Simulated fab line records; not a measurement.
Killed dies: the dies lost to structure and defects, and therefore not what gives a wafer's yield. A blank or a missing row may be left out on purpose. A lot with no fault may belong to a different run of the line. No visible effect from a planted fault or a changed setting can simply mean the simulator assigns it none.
Chamber matching || flow sfq line || SFQ_TRILAYER_I3_CMP_CMP_082 on cmp-01 has 4 sister chambers
The step polishes SiO2. 4 wafers are shown with their chamber, then 8 later ones without.

## WAFERS, EACH WITH ITS CHAMBER
{"wafer": "L630.2", "chamber": 1, "motor current A (A)": 10.1}
{"wafer": "L643.4", "chamber": 0, "motor current A (A)": 10.4}
{"wafer": "L643.6", "chamber": 2, "motor current A (A)": 9.6}
{"wafer": "L646.2", "chamber": 3, "motor current A (A)": 9.4}

## WAFERS MISSING THEIR CHAMBER
{"wafer": "L646.1", "motor current A (A)": 10.0}
{"wafer": "L646.3", "motor current A (A)": 10.3}
{"wafer": "L650.2", "motor current A (A)": 10.5}
{"wafer": "L650.4", "motor current A (A)": 9.7}
{"wafer": "L650.5", "motor current A (A)": 10.6}
{"wafer": "L651.2", "motor current A (A)": 10.5}
{"wafer": "L651.3", "motor current A (A)": 9.6}
{"wafer": "L651.6", "motor current A (A)": 9.5}

## WHICH CHAMBER EACH WENT THROUGH
{"wafer": "L646.1", "from the rows above": 1, "in truth": 1}
{"wafer": "L646.3", "from the rows above": "can't be placed: 0 or 1", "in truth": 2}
{"wafer": "L650.2", "from the rows above": 0, "in truth": 0}
{"wafer": "L650.4", "from the rows above": "can't be placed: 2 or 3", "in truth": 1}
{"wafer": "L650.5", "from the rows above": 0, "in truth": 0}
{"wafer": "L651.2", "from the rows above": 0, "in truth": 0}
{"wafer": "L651.3", "from the rows above": "can't be placed: 2 or 3", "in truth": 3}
{"wafer": "L651.6", "from the rows above": "can't be placed: 2 or 3", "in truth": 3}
Correctly placed: 4 of 8. Not placeable from these rows: 4 (in 2, the candidates include the true chamber). Wrongly placed: 0.
How it was worked out, from the rows above alone: a wafer's distance from a chamber is the root of the sum, over the readings, of the square of ((its reading less the chamber's mean) divided by the reading's scatter). If the next closest chamber is less than 2 further off than the closest, the wafer can't be placed; otherwise it belongs to the closest. Each chamber's mean is taken over the wafers shown for it. The scatter: root of mean squared gap, hidden wafer to nearest shown wafer, with one shown wafer a chamber.
